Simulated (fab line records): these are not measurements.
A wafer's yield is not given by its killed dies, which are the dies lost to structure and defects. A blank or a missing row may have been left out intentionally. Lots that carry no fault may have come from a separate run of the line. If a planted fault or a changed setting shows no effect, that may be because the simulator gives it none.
Which of the tools did it? ; flow gf180mcu ; 7 lots, 21 wafers sampled, at 2 steps of a route of 602

WHAT EACH GAUGE READ, for each wafer
GF_STI_THK_MEAS_30.
lot;measured;on;STI_OXIDATION_02_THK (nm)
L277;day 2 12:09;film_metro-02;10.13 10.19 10.21
L280;day 3 04:55;film_metro-02;10.01 10.04 9.98
L283;day 4 00:17;film_metro-04;9.85 9.68 9.66
L285;day 4 09:02;film_metro-02;9.95 9.95 9.94
L289;day 5 05:09;film_metro-02;10.40 10.25 10.40
L294;day 6 03:49;film_metro-02;11.32 11.35 11.38
L299;day 7 05:55;film_metro-03;9.90 9.70 9.85

WHICH TOOL RAN EACH LOT (tool, then ch and the chambers of the sampled wafers, then the start)
lot;GF_STI_OXIDATION_29
L277;furnace-02 ch 0, day 2 10:44
L280;furnace-01 ch 0, day 3 03:31
L283;furnace-01 ch 0, day 3 22:52
L285;furnace-02 ch 0, day 4 07:37
L289;furnace-01 ch 0, day 5 03:44
L294;furnace-01 ch 0, day 6 02:25
L299;furnace-02 ch 0, day 7 04:31
- GF_STI_OXIDATION_29: stabilise 600 s, purge 300 s, target thk 10 nm.

THE ANSWER, worked out from the rows above alone
Rule: usual is defined by the lots themselves. Put in order of their means at a reading, lots are off if they are a third of the lots or fewer, leave a main group of 4 or more, and stand apart from it by a gap of 3 or more times the standard deviation of the main group's means; of several such gaps the widest counts. The tables above print the reading to a certain number of digits; a main group whose means all agree to those digits is not used. Also off: a lot with no number at a reading for which 4 or more lots have one. All remaining lots with rows at the step are treated as sound.
Off: L294, at GF_STI_THK_MEAS_30 (STI_OXIDATION_02_THK). The main group: mean 10.00 nm, standard deviation 0.21.
A tool fits if, at a process step before that reading, it ran every lot that is off, and no sound lot after the first of them. Those tools and the gauges at GF_STI_THK_MEAS_30 are tried in the same way. This does not decide it: 2 tools fit, namely furnace-01 at GF_STI_OXIDATION_29 and film_metro-02 at GF_STI_THK_MEAS_30.

WHAT THE SIMULATOR HAD INSERTED
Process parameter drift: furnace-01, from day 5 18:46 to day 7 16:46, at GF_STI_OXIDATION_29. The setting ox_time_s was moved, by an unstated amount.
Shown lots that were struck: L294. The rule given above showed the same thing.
